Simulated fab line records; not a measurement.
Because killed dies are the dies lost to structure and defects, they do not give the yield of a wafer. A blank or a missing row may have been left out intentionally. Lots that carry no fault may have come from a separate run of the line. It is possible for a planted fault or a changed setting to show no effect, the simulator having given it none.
Which tool did it? | flow sky130 | 11 lots, 31 wafers sampled, at 1 step of a route of 708

## WHAT EACH GAUGE READ, for each wafer
SKY_FIELD_ISO_THK_MEAS_23.
lot  | measured    | on            | FIELD_ISO_OXIDATION_01_THK (nm)
L539 | day 3 02:22 | film metro-04 | 10.05 10.07
L541 | day 3 08:14 | film metro-02 | 10.10 10.05 9.81
L542 | day 3 13:28 | film metro-04 | 9.82 9.87 9.70
L543 | day 3 21:36 | film metro-01 | 9.89 9.96
L550 | day 5 06:50 | film metro-01 | 10.07 10.17 10.09
L551 | day 5 12:52 | film metro-04 | 9.77 9.86 9.80
L554 | day 6 04:52 | film metro-01 | 9.55 9.54 9.70
L555 | day 6 09:49 | film metro-02 | 9.90 10.08 9.96
L556 | day 6 15:22 | film metro-02 | 9.77 9.88 10.06
L558 | day 7 01:58 | film metro-01 | 10.08 9.87 9.97
L559 | day 7 06:39 | film metro-01 | 9.97 9.97 10.04

## WHICH TOOL RAN EACH LOT (tool, then ch and the chambers of the sampled wafers, then the start)
No process step before these readings appears in the record.

## WHAT THE TOOLS THEMSELVES READ (means of the sampled wafers that have a number; where no wafer has one, the mark that the record gives instead)
The record holds no such reading with a usual standard deviation.

## THE ANSWER, worked out from the rows above alone
Rule: usual is defined by the lots themselves. The widest of any qualifying gaps counts: lots, ordered by their means at a reading, are off when they make up no more than a third of the lots, leave a main group of 4 or more, and stand apart from it by 3 or more times the standard deviation of that group's means. Not used: any main group whose means are identical at the precision the tables above print for the reading. A lot without any number at a reading at which 4 lots or more have one is off too. All remaining lots with rows at the step are treated as sound. After the gauges, taken in route order, come the tools' own readings; for these a lot's mean is taken, as printed above. The first step at which some lot is off is used, and at that step the reading that is off furthest; a lot without a number counts as furthest.
Across all readings shown, no lot is off: no conclusion can be drawn from this.

## WHAT THE SIMULATOR HAD PUT IN
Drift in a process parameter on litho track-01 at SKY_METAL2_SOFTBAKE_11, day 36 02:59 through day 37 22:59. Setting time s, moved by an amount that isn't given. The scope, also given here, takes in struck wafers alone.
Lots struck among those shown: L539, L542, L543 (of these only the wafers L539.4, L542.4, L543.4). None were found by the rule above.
